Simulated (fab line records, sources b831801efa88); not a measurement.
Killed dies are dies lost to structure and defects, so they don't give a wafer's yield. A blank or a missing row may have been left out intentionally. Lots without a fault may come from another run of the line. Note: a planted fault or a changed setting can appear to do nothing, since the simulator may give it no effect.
Struck lot and sound lot, side by side	flow gf180mcu	17 steps out of a route of 602
Sound: the wafers L947.2, L947.3, L947.4. The struck wafers were L935.2, L935.3, L935.5. The cause is given at the end.
Order at every step that has rows: each side's tool, ch and its chambers, its first start. Under that, the readings that differ: sound wafers	struck wafers	difference of the means	sigmas: that difference in standard deviations of wafers without a fault.
alike: words and numbers the same on both sides, and readings whose means are apart by under 2 such deviations; not compared: readings that were withheld, readings missing a value for some wafer, numbers with overlapping values and no deviation given by the record, and bounds like >300 which may hide the same value.
Wherever a step has rows on one side only, a row that says differs or no value, or a row with sigmas, the two part there. Numbers that have no deviation but don't overlap get no sigmas and don't part them. Lack of a reading on every wafer of one side parts them only where that side has two or more wafers.

first, 4 steps without rows for these wafers: GF_M3_SOFTBAKE_10 (time 60 s); GF_M3_EXPOSE_11 (exposes mask Metal3, target cd 280 nm); GF_M3_PEB_12 (peb time 90 s); GF_M3_DEVELOP_13 (develop time 60 s).
GF_M3_CD_MEAS_14: the cd target is 280 nm.
  sound on cd_sem-02 at day 27 14:54; struck on cd_sem-01 at day 23 17:19
  alike: cd_nm
GF_M3_OVL_MEAS_15:
  sound on overlay-02 at day 27 15:01; struck on overlay-02 at day 23 17:25
  alike: M3_OVL
GF_M3_METAL_ETCH_16: etches the open film in Cl2/BCl3, stops on SiO2, target depth 627.5 nm, time 104.6 s.
  sound on rie_metal-01 ch 0,1, day 27 15:02; struck on rie_metal-02 ch 0,1, day 23 17:27
  alike: bcl3_flow_sccm, drypump_motor_current_A, oes_product_au, throttle_valve_pct
  not compared: rf_hours_counter_h
GF_M3_STRIP_17: strips in O2/N2.
  sound on plasma_asher-04 ch 0,1, day 27 15:09; struck on plasma_asher-03 ch 0,1, day 23 17:34
reading	sound	struck	difference	sigmas
drypump_motor_current_A (A)	5.33 5.79 5.32	5.93 6.15 6.12	+0.59	+2
strip_time_to_endpoint_s (s)	7.93 7.92 7.92	7.88 7.79 7.83	-0.09	-3
  alike: heater_power_w, oes_product_au
  not compared: rf_hours_counter_h
then, 3 steps without rows for these wafers: GF_M3_STRIP_18 (strips in post etch residue remover, time 1200 s); GF_M3_CLEAN_19 (cleans in DIW); GF_V3_CVD_00 (deposits SiO2, target thk 600 nm, time 100 s).
GF_V3_THK_MEAS_01:
  sound on film_metro-04 at day 27 15:46; struck on film_metro-02 at day 23 18:11
  alike: V3_CVD_00_THK
GF_V3_CVD_02: deposits SiO2 from TEOS, target thk 850 nm, time 94.851 s.
  sound on pecvd-03 ch 0,1,2, day 27 15:49; struck on pecvd-01 ch 0,1,2, day 23 18:14
reading	sound	struck	difference	sigmas
model.SiO2_of_V3_CVD_02.thk_nm (nm)	844.8 846.9 859.4	985.9 997.1 1019	+150.3	
  alike: heater_power_w
GF_V3_THK_MEAS_03:
  sound on film_metro-02 at day 27 15:54; struck on film_metro-03 at day 23 18:19
reading	sound	struck	difference	sigmas
V3_CVD_02_THK (nm)	845 847 859	986 997 1019	+150	+15
GF_V3_CMP_04: polishes SiO2.
  sound on cmp-01 ch 0,2,3, day 27 16:00; struck on cmp-02 ch 0,1,2, day 23 18:25
reading	sound	struck	difference	sigmas
time_to_endpoint_s (s)	78 77 82	129 135 144	+57	+13
  alike: motor_current_A, retaining_ring_pressure_frac
GF_V3_BOW_MEAS_05:
  sound on film_metro-02 at day 27 16:16; struck on film_metro-04 at day 23 18:41
  alike: V3_BOW
GF_PASSIVATION_PROBE_99:
  sound wafers here have rows in the record (prober-01, day 34 02:20); struck ones have none

## WHERE THEY PART
Last at GF_PASSIVATION_PROBE_99 as far as this record goes, first at GF_M3_STRIP_17.

WHY: what the simulator had put in
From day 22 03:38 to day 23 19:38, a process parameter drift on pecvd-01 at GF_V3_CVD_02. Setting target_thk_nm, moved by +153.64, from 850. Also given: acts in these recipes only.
